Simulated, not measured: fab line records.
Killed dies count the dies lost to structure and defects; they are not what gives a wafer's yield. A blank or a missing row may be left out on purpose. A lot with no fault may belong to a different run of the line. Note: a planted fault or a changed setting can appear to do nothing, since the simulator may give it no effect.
Comparing a struck lot with a sound one    flow sky130    15 steps out of a route of 708
Sound: these wafers, L304.1, L304.3, L304.6. Struck: wafer L315.2 (L315.1, L315.4, from the same lot, were not struck and are left out); the cause is given at the end.
Each step with rows lists, per side, the tool, then ch with its chambers, then its first start. Under that, the readings that differ: sound wafers    struck wafers    difference of the means    sigmas: that difference in standard deviations of wafers without a fault.
alike: readings with means less than 2 such deviations apart, plus words and numbers identical on both sides. not compared: withheld readings, readings lacking a value on some wafer, bounds such as >300 that could conceal the same value, and numbers that have no deviation in the record and whose values overlap.
Wherever a step has rows on one side only, a row that says differs or no value, or a row with sigmas, the two part there. Numbers that have no deviation but don't overlap get no sigmas and don't part them. A reading that every wafer of one side lacks parts them only if that side has two wafers or more.

SKY_FIELD_ISO_ETCH_15: etches the open film in CHF3/O2, stops on Si, target depth 180 nm, time 72 s.
  sound on rie-diel-01 ch 1,2, day 3 23:22; struck on rie-diel-04 ch 2, day 6 07:59
  alike: O2_flow_sccm, drypump-motor-current-A, oes-product-au, throttle-valve-pct
  not compared: rf-hours-counter-h
SKY_FIELD_ISO_STRIP_16: strips in O2/N2.
  sound on plasma-asher-01 ch 0,1, day 3 23:25; struck on plasma-asher-01 ch 0, day 6 08:02
reading                sound              struck  difference  sigmas
oes-product-au (a.u.)  0.386 0.379 0.373  0.367   -0.012      -2
  alike: drypump-motor-current-A, strip-time-to-endpoint-s
  not compared: rf-hours-counter-h
SKY_FIELD_ISO_ETCH_17: etches Si in HBr/Cl2/O2, target depth 342 nm, time 97.7 s.
  sound on rie-si-02 ch 0,2, day 3 23:31; struck on rie-si-02 ch 3, day 6 08:08
  alike: HBr_flow_sccm, O2_flow_sccm, drypump-motor-current-A, oes-product-au, throttle-valve-pct
  not compared: rf-hours-counter-h
then, 5 steps without rows for these wafers: SKY_FIELD_ISO_WET_ETCH_18 (etches Si3N4 in H3PO4, target depth 25 nm, time 286 s); SKY_FIELD_ISO_CLEAN_19 (cleans in SC1/SC2, time 150 s); SKY_FIELD_ISO_CLEAN_20 (cleans in dHF, time 20 s); SKY_FIELD_ISO_WET_ETCH_21 (etches SiO2 in dHF, target depth 20 nm, time 400 s); SKY_FIELD_ISO_OXIDATION_22 (stabilise 600 s, purge 300 s, target thk 10 nm).
SKY_FIELD_ISO_THK_MEAS_23:
  sound: film-metro-04 at day 4 01:02; struck: film-metro-03 at day 6 12:50
  alike: FIELD_ISO_OXIDATION_01_THK
then, 1 step without rows for these wafers: SKY_FIELD_ISO_CVD_24 (deposits SiO2, target thk 595 nm, time 99.2 s).
SKY_FIELD_ISO_THK_MEAS_25:
  sound: film-metro-03 at day 4 01:10; struck: film-metro-01 at day 6 12:58
  alike: FIELD_ISO_CVD_24_THK
then, 1 step without rows for these wafers: SKY_FIELD_ISO_ANNEAL_26 (time 1800 s).
SKY_FIELD_ISO_CMP_27: polishes, stops on Si3N4, t overpolish 16 s, target thk 457.8 nm.
  sound on cmp-01 ch 2,3, day 4 03:15; struck on cmp-02 ch 2, day 6 18:09
reading                 sound                 struck  difference  sigmas
overpolish-run-s (s)    16.009 16.012 15.997  15.988  -0.018      -2
time-to-endpoint-s (s)  115 119 113           238     +122        +28
  alike: motor-current-A
then, 1 step without rows for these wafers: SKY_FIELD_ISO_WET_ETCH_28 (etches SiO2 in dHF, target depth 23.7 nm, time 47 s).
-- record jumps: 44 days separate the struck wafers' starts on either side; left off in module FIELD_ISO, taken up again in module PAD_OPEN, whose first shown step is the route's number 708 --
SKY_PAD_OPEN_PROBE_99:
  sound: prober-01 at day 47 17:38; struck: prober-01 at day 50 11:41
  alike: killed_at_M0_to_M3, killed_at_M4_up, killed-at-contacts, killed-at-front-end, killed-at-other, killed-dies, killed-open, killed-short

## WHERE THEY PART
Earliest at SKY_FIELD_ISO_STRIP_16; latest, in this record, at SKY_FIELD_ISO_CMP_27. Later steps at which nothing parts them and some readings are alike: SKY_PAD_OPEN_PROBE_99.

WHY: what the simulator had put in
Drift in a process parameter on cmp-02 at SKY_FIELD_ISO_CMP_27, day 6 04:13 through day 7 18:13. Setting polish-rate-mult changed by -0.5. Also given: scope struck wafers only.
